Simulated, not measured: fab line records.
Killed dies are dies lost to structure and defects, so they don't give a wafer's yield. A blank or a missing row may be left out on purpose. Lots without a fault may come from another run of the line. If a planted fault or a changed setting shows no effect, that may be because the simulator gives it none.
A struck lot beside a sound one	flow sky130	16 out of 708 route steps
Sound: these wafers, L200.1, L200.4, L200.5. Wafers L214.1, L214.4, L214.6 were the ones struck. Last of all comes the cause.
Each step with rows lists, per side, the tool, then ch with its chambers, then its first start. Under that, the readings that differ: sound wafers	struck wafers	difference of the means	sigmas: that difference in standard deviations of wafers without a fault.
alike: readings whose means differ by less than 2 such deviations, and words and numbers that are the same on both sides. not compared: withheld readings, readings that some wafer has no value for, bounds like >300 that may hide the same value, and numbers for which the record gives no deviation and whose values overlap.
The two part at a step that has a row with sigmas, a row that says differs or no value, or rows on one side only. Numbers that have no deviation but don't overlap get no sigmas and don't part them. A reading missing from all wafers of one side parts the sides only when that side holds two or more wafers.

first, 4 steps without rows for these wafers: SKY_LDD_N_IMPLANT_12; SKY_LDD_N_IMPLANT_13; SKY_LDD_N_IMPLANT_14; SKY_LDD_N_IMPLANT_15.
SKY_LDD_N_STRIP_16: strips in O2/N2.
  sound on plasma_asher-02 ch 0, day 18 00:51; struck on plasma_asher-02 ch 0, day 23 06:05
  alike: drypump_motor_current_A, oes_product_au, strip_time_to_endpoint_s
  not compared: rf_hours_counter_h
SKY_LDD_N_TW_MEAS_17:
  struck on film_metro-04, day 23 06:11; sound on film_metro-01, day 18 00:57
reading	sound	struck	difference	sigmas
LDD_N_TW	2660 2652 2670	2578 2577 2569	-86	-2
then, 6 steps without rows for these wafers: SKY_LDD_P_DEHYDRATE_00 (time 60 s); SKY_LDD_P_HMDS_01 (prime time 60 s); SKY_LDD_P_COAT_02 (resist thk 1140 nm); SKY_LDD_P_SOFTBAKE_03 (time 60 s); SKY_LDD_P_EXPOSE_04 (exposes mask PSDM, target cd 380 nm); SKY_LDD_P_PEB_05.
SKY_LDD_P_DEVELOP_06: develop time 60 s.
  sound on litho_track-02 ch 0, day 19 07:34; struck on litho_track-02 ch 0, day 24 11:31
SKY_LDD_P_CD_MEAS_07 targets a cd of 380 nm.
  struck on cd_sem-01, day 24 11:40; sound on cd_sem-01, day 19 07:43
reading	sound	struck	difference	sigmas
cd_nm (nm)	385.4 381.6 384.0	418.1 419.3 420.0	+35.5	+14
SKY_LDD_P_OVL_MEAS_08:
  struck on overlay-01, day 24 11:47; sound on overlay-01, day 19 07:50
  alike: LDD_P_OVL
-- the record jumps here: 25 days lie between the struck wafers' starts before and after (it left off in module LDD_P and takes up again in module PAD_OPEN, whose first step shown is number 708 of the route) --
SKY_PAD_OPEN_PROBE_99:
  struck on prober-01, day 49 10:32; sound on prober-02, day 45 22:59
  alike: killed_at_M0_to_M3, killed_at_M4_up, killed_at_contacts, killed_at_front_end, killed_at_other, killed_dies, killed_open, killed_short

WHERE THEY PART
At SKY_LDD_N_TW_MEAS_17 first; at SKY_LDD_P_CD_MEAS_07 last (within this record only). Later steps at which nothing parts them and some readings are alike: SKY_LDD_P_OVL_MEAS_08, SKY_PAD_OPEN_PROBE_99.

WHY: what had been put in by the simulator
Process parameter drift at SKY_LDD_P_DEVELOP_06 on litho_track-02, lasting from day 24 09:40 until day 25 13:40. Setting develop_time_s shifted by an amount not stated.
